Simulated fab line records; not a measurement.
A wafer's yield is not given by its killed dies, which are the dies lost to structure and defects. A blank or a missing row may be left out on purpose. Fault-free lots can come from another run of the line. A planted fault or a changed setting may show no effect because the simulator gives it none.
The tool behind it: which one?	flow gf180mcu	Sampling: 14 lots, 42 wafers, 2 of 602 route steps

## WHAT THE GAUGES SHOWED, per wafer
GF_V1_THK_MEAS_01. Usual: V1_CVD_00_THK gives 601 nm (standard deviation 5.8).
lot	measured	on	V1_CVD_00_THK (nm)	flag
L128	day 17 00:14	filmMetro-01	605 609 604	
L130	day 18 00:58	filmMetro-04	601 596 608	
L132	day 18 17:27	filmMetro-02	599 597 589	
L133	day 19 00:33	filmMetro-01	598 598 598	
L134	day 19 09:13	filmMetro-04	601 599 597	
L135	day 20 10:18	filmMetro-02	607 597 608	
L139	day 21 21:11	filmMetro-02	604 594 598	
L141	day 22 07:23	filmMetro-01	607 603 605	
L144	day 23 01:29	filmMetro-01	595 614 599	
L145	day 23 09:53	filmMetro-04	611 604 603	
L147	day 23 23:28	filmMetro-04	600 602 602	
L148	day 24 11:16	filmMetro-01	599 592 592	
L150	day 24 22:25	filmMetro-04	597 605 601	
L151	day 25 07:39	filmMetro-04	603 595 601	

## WHAT TOOL EACH LOT RAN ON (gives the tool, then ch and the chambers of the sampled wafers, and finally the start)
lot	GF_M1_SPUTTER_04
L128	pvdSputter-04, day 16 00:41
L130	pvdSputter-02, day 17 00:29
L132	pvdSputter-03, day 17 17:14
L133	pvdSputter-02, day 18 00:08
L134	pvdSputter-04, day 18 07:59
L135	pvdSputter-03, day 19 08:51
L139	pvdSputter-04, day 20 20:17
L141	pvdSputter-03, day 21 06:18
L144	pvdSputter-04, day 22 01:56
L145	pvdSputter-03, day 22 10:46
L147	pvdSputter-03, day 22 23:44
L148	pvdSputter-03, day 23 11:41
L150	pvdSputter-02, day 23 23:35
L151	pvdSputter-03, day 24 09:23
- GF_M1_SPUTTER_04: material TiN, target thk 50 nm, time 41.7 s.

## WHAT THE TOOLS THEMSELVES READ (means of the sampled wafers that have a number; where no wafer has one, the mark that the record gives instead)
GF_M1_SPUTTER_04. Usual: throttleValvePct reads 29.5 % (standard deviation 1.1).
lot	tool	throttleValvePct (%)	flag
L128	pvdSputter-04	29.9	
L130	pvdSputter-02	29.1	
L132	pvdSputter-03	29.9	
L133	pvdSputter-02	28.7	
L134	pvdSputter-04	29.9	
L135	pvdSputter-03	30.4	
L139	pvdSputter-04	29.6	
L141	pvdSputter-03	30.4	
L144	pvdSputter-04	29.7	
L145	pvdSputter-03	30.1	
L147	pvdSputter-03	29.1	
L148	pvdSputter-03	29.0	
L150	pvdSputter-02	29.6	
L151	pvdSputter-03	29.1	

## THE ANSWER, worked out from the rows above alone
Rule: a lot counts as off when the mean over its wafers that have a number is more than 3 standard deviations away from the usual mean. Also off: a lot with no number at a reading for which 4 or more lots have one. The other lots that the step has rows for count as sound. After the gauges, taken in route order, come the tools' own readings; for these a lot's mean is taken, as printed above. At the first step where some lot is off, the reading lying furthest off is the one used; lots without a number count as furthest.
None of the lots is off at any reading shown; this tells nothing.

## WHAT HAD BEEN PUT IN BY THE SIMULATOR
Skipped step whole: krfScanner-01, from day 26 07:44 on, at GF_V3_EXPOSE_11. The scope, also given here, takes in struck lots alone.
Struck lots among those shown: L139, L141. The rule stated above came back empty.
